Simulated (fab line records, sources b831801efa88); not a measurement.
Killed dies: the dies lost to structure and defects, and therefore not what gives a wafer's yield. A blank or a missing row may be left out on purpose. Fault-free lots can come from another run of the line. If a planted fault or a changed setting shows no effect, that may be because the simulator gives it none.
Which of the tools did it? + flow gf180mcu + 12 lots, 36 wafers sampled, at 1 step of a route of 602

WHAT EACH GAUGE READ, for each wafer
GF_VT_IMPLANT_RS_MEAS_47: the measuring method here is four-point-probe.
| lot  | measured     | on           | NWELL_RS (ohm/sq) |
|------|--------------|--------------|-------------------|
| L075 | day 7 15:47  | filmMetro-03 | 488.3 488.0 487.2 |
| L077 | day 8 03:32  | filmMetro-04 | 487.3 487.2 488.5 |
| L079 | day 8 17:20  | filmMetro-04 | 487.9 487.9 487.8 |
| L082 | day 9 15:34  | filmMetro-02 | 488.7 486.3 488.5 |
| L083 | day 10 00:30 | filmMetro-02 | 488.4 488.1 487.9 |
| L085 | day 11 08:23 | filmMetro-04 | 488.4 486.9 488.0 |
| L086 | day 11 11:13 | filmMetro-03 | 485.9 486.0 485.9 |
| L088 | day 12 05:25 | filmMetro-04 | 489.2 488.8 489.5 |
| L090 | day 12 11:20 | filmMetro-02 | 488.3 485.8 487.4 |
| L094 | day 13 02:50 | filmMetro-04 | 488.2 487.7 487.5 |
| L095 | day 13 14:08 | filmMetro-04 | 487.6 489.5 488.4 |
| L097 | day 13 23:52 | filmMetro-02 | 486.7 488.7 488.3 |

WHICH TOOL RAN EACH LOT (tool, then ch and the chambers of the sampled wafers, then the start)
There is no process step in the record ahead of these readings.

THE ANSWER, worked out from the rows above alone
Rule: the lots themselves supply what counts as usual. The widest of any qualifying gaps counts: lots, ordered by their means at a reading, are off when they make up no more than a third of the lots, leave a main group of 4 or more, and stand apart from it by 3 or more times the standard deviation of that group's means. If all means in a main group match to the digits the tables above print for the reading, that group is not used. Also off: a lot with no number at a reading for which 4 or more lots have one. Any other lot the step has rows for is counted as sound.
No lot is off on any of the readings shown, so nothing can be concluded from this.

WHAT THE SIMULATOR HAD PUT IN
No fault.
